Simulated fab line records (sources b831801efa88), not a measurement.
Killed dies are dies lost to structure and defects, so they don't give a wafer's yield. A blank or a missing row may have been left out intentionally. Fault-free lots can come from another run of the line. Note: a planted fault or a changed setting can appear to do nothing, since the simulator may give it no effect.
Which of the tools did it? || flow sky130 || 42 wafers from 14 lots sampled at 5 of the route's 708 steps

WHAT EACH GAUGE READ, for each wafer
SKY_PWDE_OVL_MEAS_07. Usual: PWDE_OVL -1.4 nm, standard deviation 1.5.
{"lot": "L332", "measured": "day 3 23:08", "on": "overlay-01", "PWDE_OVL (nm)": "-2.1 -0.5 -0.3", "flag": ""}
{"lot": "L333", "measured": "day 4 09:55", "on": "overlay-02", "PWDE_OVL (nm)": "-1.6 0.5 0.2", "flag": ""}
{"lot": "L334", "measured": "day 4 11:02", "on": "overlay-01", "PWDE_OVL (nm)": "-3.3 -2.6 -1.8", "flag": ""}
{"lot": "L335", "measured": "day 4 16:50", "on": "overlay-02", "PWDE_OVL (nm)": "-1.4 -3.8 -1.3", "flag": ""}
{"lot": "L336", "measured": "day 4 20:14", "on": "overlay-02", "PWDE_OVL (nm)": "0.7 0.4 2.5", "flag": ""}
{"lot": "L339", "measured": "day 5 11:22", "on": "overlay-01", "PWDE_OVL (nm)": "-2.5 -3.0 -2.7", "flag": ""}
{"lot": "L345", "measured": "day 7 03:31", "on": "overlay-02", "PWDE_OVL (nm)": "-0.6 -0.8 1.3", "flag": ""}
{"lot": "L346", "measured": "day 7 08:31", "on": "overlay-02", "PWDE_OVL (nm)": "-1.3 -1.5 -1.4", "flag": ""}
{"lot": "L347", "measured": "day 7 12:25", "on": "overlay-01", "PWDE_OVL (nm)": "1.8 -1.1 -0.7", "flag": ""}
{"lot": "L350", "measured": "day 8 00:43", "on": "overlay-01", "PWDE_OVL (nm)": "-2.8 -2.6 -2.4", "flag": ""}
{"lot": "L351", "measured": "day 8 10:07", "on": "overlay-01", "PWDE_OVL (nm)": "-1.9 -1.9 -2.3", "flag": ""}
{"lot": "L352", "measured": "day 8 15:22", "on": "overlay-02", "PWDE_OVL (nm)": "-1.1 -0.9 1.8", "flag": ""}
{"lot": "L353", "measured": "day 8 19:52", "on": "overlay-02", "PWDE_OVL (nm)": "1.2 -0.2 0.6", "flag": ""}
{"lot": "L355", "measured": "day 9 04:26", "on": "overlay-02", "PWDE_OVL (nm)": "-2.6 -1.8 -2.0", "flag": ""}

SKY_VT_ADJUST_LVTN_TW_MEAS_21. Usual: VT_ADJUST_LVTN_2_TW 190.0, standard deviation 1.6.
{"lot": "L332", "measured": "day 7 17:32", "on": "filmMetro-02", "VT_ADJUST_LVTN_2_TW": "191.6 191.5 193.7", "flag": ""}
{"lot": "L333", "measured": "day 8 07:12", "on": "filmMetro-03", "VT_ADJUST_LVTN_2_TW": "188.5 188.3 187.9", "flag": ""}
{"lot": "L334", "measured": "day 8 08:11", "on": "filmMetro-02", "VT_ADJUST_LVTN_2_TW": "191.3 190.6 189.9", "flag": ""}
{"lot": "L335", "measured": "day 8 16:04", "on": "filmMetro-01", "VT_ADJUST_LVTN_2_TW": "190.7 191.9 191.2", "flag": ""}
{"lot": "L336", "measured": "day 8 20:28", "on": "filmMetro-02", "VT_ADJUST_LVTN_2_TW": "190.8 190.5 192.4", "flag": ""}
{"lot": "L339", "measured": "day 9 14:50", "on": "filmMetro-03", "VT_ADJUST_LVTN_2_TW": "187.6 187.6 188.1", "flag": ""}
{"lot": "L345", "measured": "day 11 17:34", "on": "filmMetro-01", "VT_ADJUST_LVTN_2_TW": "176.9 176.5 176.5", "flag": "OFF"}
{"lot": "L346", "measured": "day 11 23:53", "on": "filmMetro-02", "VT_ADJUST_LVTN_2_TW": "176.7 175.6 176.4", "flag": "OFF"}
{"lot": "L347", "measured": "day 12 04:31", "on": "filmMetro-01", "VT_ADJUST_LVTN_2_TW": "189.9 190.8 190.3", "flag": ""}
{"lot": "L350", "measured": "day 12 20:19", "on": "filmMetro-03", "VT_ADJUST_LVTN_2_TW": "190.9 190.6 191.1", "flag": ""}
{"lot": "L351", "measured": "day 13 07:22", "on": "filmMetro-02", "VT_ADJUST_LVTN_2_TW": "189.7 189.7 190.0", "flag": ""}
{"lot": "L352", "measured": "day 13 13:59", "on": "filmMetro-01", "VT_ADJUST_LVTN_2_TW": "190.2 191.2 191.0", "flag": ""}
{"lot": "L353", "measured": "day 13 19:59", "on": "filmMetro-01", "VT_ADJUST_LVTN_2_TW": "190.5 190.8 190.7", "flag": ""}
{"lot": "L355", "measured": "day 14 06:59", "on": "filmMetro-03", "VT_ADJUST_LVTN_2_TW": "187.4 186.9 188.2", "flag": ""}

SKY_VT_ADJUST_PCH_TW_MEAS_10. Usual: VT_ADJUST_PCH_TW 144.2, standard deviation 1.2.
{"lot": "L332", "measured": "day 10 11:14", "on": "filmMetro-02", "VT_ADJUST_PCH_TW": "144.8 145.2 145.5", "flag": ""}
{"lot": "L333", "measured": "day 11 02:01", "on": "filmMetro-04", "VT_ADJUST_PCH_TW": "142.5 142.8 142.5", "flag": ""}
{"lot": "L334", "measured": "day 11 02:22", "on": "filmMetro-02", "VT_ADJUST_PCH_TW": "144.9 143.9 144.6", "flag": ""}
{"lot": "L335", "measured": "day 11 12:57", "on": "filmMetro-02", "VT_ADJUST_PCH_TW": "144.0 144.4 144.1", "flag": ""}
{"lot": "L336", "measured": "day 11 16:00", "on": "filmMetro-01", "VT_ADJUST_PCH_TW": "144.5 144.6 145.1", "flag": ""}
{"lot": "L339", "measured": "day 12 14:02", "on": "filmMetro-01", "VT_ADJUST_PCH_TW": "145.6 144.8 144.5", "flag": ""}
{"lot": "L345", "measured": "day 14 22:41", "on": "filmMetro-01", "VT_ADJUST_PCH_TW": "144.2 144.1 144.3", "flag": ""}
{"lot": "L346", "measured": "day 15 05:11", "on": "filmMetro-01", "VT_ADJUST_PCH_TW": "143.9 143.3 143.7", "flag": ""}
{"lot": "L347", "measured": "day 15 11:15", "on": "filmMetro-04", "VT_ADJUST_PCH_TW": "142.8 142.1 142.4", "flag": ""}
{"lot": "L350", "measured": "day 16 04:35", "on": "filmMetro-01", "VT_ADJUST_PCH_TW": "144.8 143.3 144.1", "flag": ""}
{"lot": "L351", "measured": "day 16 17:31", "on": "filmMetro-04", "VT_ADJUST_PCH_TW": "142.9 142.8 142.3", "flag": ""}
{"lot": "L352", "measured": "day 16 22:56", "on": "filmMetro-02", "VT_ADJUST_PCH_TW": "145.9 145.7 146.1", "flag": ""}
{"lot": "L353", "measured": "day 17 07:38", "on": "filmMetro-02", "VT_ADJUST_PCH_TW": "145.8 145.3 145.9", "flag": ""}
{"lot": "L355", "measured": "day 17 19:51", "on": "filmMetro-02", "VT_ADJUST_PCH_TW": "144.7 145.5 145.4", "flag": ""}

SKY_SONOS_ONO_OVL_MEAS_14. Usual: SONOS_ONO_OVL 1.4 nm, standard deviation 1.2.
{"lot": "L332", "measured": "day 12 17:09", "on": "overlay-02", "SONOS_ONO_OVL (nm)": "1.5 2.1 1.7", "flag": ""}
{"lot": "L333", "measured": "day 13 11:10", "on": "overlay-01", "SONOS_ONO_OVL (nm)": "1.6 -0.9 2.3", "flag": ""}
{"lot": "L334", "measured": "day 13 11:26", "on": "overlay-01", "SONOS_ONO_OVL (nm)": "1.1 1.0 -0.1", "flag": ""}
{"lot": "L335", "measured": "day 13 19:44", "on": "overlay-02", "SONOS_ONO_OVL (nm)": "1.5 0.3 1.5", "flag": ""}
{"lot": "L336", "measured": "day 13 22:38", "on": "overlay-01", "SONOS_ONO_OVL (nm)": "1.7 4.0 0.9", "flag": ""}
{"lot": "L339", "measured": "day 14 23:35", "on": "overlay-01", "SONOS_ONO_OVL (nm)": "1.6 0.0 2.0", "flag": ""}
{"lot": "L345", "measured": "day 17 11:08", "on": "overlay-01", "SONOS_ONO_OVL (nm)": "-0.1 -0.5 0.3", "flag": ""}
{"lot": "L346", "measured": "day 17 19:02", "on": "overlay-01", "SONOS_ONO_OVL (nm)": "3.2 3.4 1.3", "flag": ""}
{"lot": "L347", "measured": "day 18 04:26", "on": "overlay-01", "SONOS_ONO_OVL (nm)": "1.4 2.3 1.8", "flag": ""}
{"lot": "L350", "measured": "day 18 21:46", "on": "overlay-01", "SONOS_ONO_OVL (nm)": "1.2 2.3 0.3", "flag": ""}
{"lot": "L351", "measured": "day 19 11:12", "on": "overlay-02", "SONOS_ONO_OVL (nm)": "1.7 1.6 2.0", "flag": ""}
{"lot": "L352", "measured": "day 19 15:25", "on": "overlay-02", "SONOS_ONO_OVL (nm)": "2.3 1.2 2.1", "flag": ""}
{"lot": "L353", "measured": "day 20 01:41", "on": "overlay-02", "SONOS_ONO_OVL (nm)": "0.2 2.1 2.2", "flag": ""}
{"lot": "L355", "measured": "day 20 15:14", "on": "overlay-02", "SONOS_ONO_OVL (nm)": "-1.1 0.8 -0.1", "flag": ""}

EACH LOT AND THE TOOL THAT RAN IT (in order: tool; ch and the chambers of the sampled wafers; start)
{"lot": "L332", "SKY_VT_ADJUST_LVTN_IMPLANT_19": "implanter-04 ch 0, day 7 17:15"}
{"lot": "L333", "SKY_VT_ADJUST_LVTN_IMPLANT_19": "implanter-02 ch 0, day 8 06:59"}
{"lot": "L334", "SKY_VT_ADJUST_LVTN_IMPLANT_19": "implanter-04 ch 0, day 8 07:57"}
{"lot": "L335", "SKY_VT_ADJUST_LVTN_IMPLANT_19": "implanter-04 ch 0, day 8 15:50"}
{"lot": "L336", "SKY_VT_ADJUST_LVTN_IMPLANT_19": "implanter-04 ch 0, day 8 20:14"}
{"lot": "L339", "SKY_VT_ADJUST_LVTN_IMPLANT_19": "implanter-04 ch 0, day 9 14:35"}
{"lot": "L345", "SKY_VT_ADJUST_LVTN_IMPLANT_19": "implanter-04 ch 0, day 11 17:19"}
{"lot": "L346", "SKY_VT_ADJUST_LVTN_IMPLANT_19": "implanter-04 ch 0, day 11 23:38"}
{"lot": "L347", "SKY_VT_ADJUST_LVTN_IMPLANT_19": "implanter-01 ch 0, day 12 04:17"}
{"lot": "L350", "SKY_VT_ADJUST_LVTN_IMPLANT_19": "implanter-02 ch 0, day 12 20:04"}
{"lot": "L351", "SKY_VT_ADJUST_LVTN_IMPLANT_19": "implanter-02 ch 0, day 13 07:08"}
{"lot": "L352", "SKY_VT_ADJUST_LVTN_IMPLANT_19": "implanter-01 ch 0, day 13 13:44"}
{"lot": "L353", "SKY_VT_ADJUST_LVTN_IMPLANT_19": "implanter-02 ch 0, day 13 19:44"}
{"lot": "L355", "SKY_VT_ADJUST_LVTN_IMPLANT_19": "implanter-01 ch 0, day 14 06:46"}
- SKY_VT_ADJUST_LVTN_IMPLANT_19

WHAT THE TOOLS THEMSELVES READ (means of the sampled wafers that have a number; where no wafer has one, the mark that the record gives instead)
The record holds no such reading with a usual standard deviation.

THE ANSWER, worked out from the rows above alone
Rule: lot off if the mean of its wafers having a number is beyond 3 standard deviations from the usual mean. A lot without any number at a reading at which 4 lots or more have one is off too. Where the step has rows for the other lots, those lots are counted as sound. Order of review: gauges by route order, followed by the tools' own readings, for which a lot's mean as printed above is used. The first step at which some lot is off is used, and at that step the reading that is off furthest; a lot without a number counts as furthest.
Off: L345, L346, seen at SKY_VT_ADJUST_LVTN_TW_MEAS_21 (VT_ADJUST_LVTN_2_TW).
A tool fits if, at a process step before that reading, it ran every lot that is off, and no sound lot after the first of them. Gauges at SKY_VT_ADJUST_LVTN_TW_MEAS_21: tried the same way as those tools. One fits: implanter-04 at SKY_VT_ADJUST_LVTN_IMPLANT_19. Its last sound lot is L339 (day 9 14:35), its first lot that is off L345 (day 11 17:19): a fault that began between those two fits.

WHAT THE SIMULATOR HAD INSERTED
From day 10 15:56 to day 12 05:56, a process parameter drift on implanter-04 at SKY_VT_ADJUST_LVTN_IMPLANT_19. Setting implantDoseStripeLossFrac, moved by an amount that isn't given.
Struck lots among those shown: L345, L346. This agrees with what the rule above found.
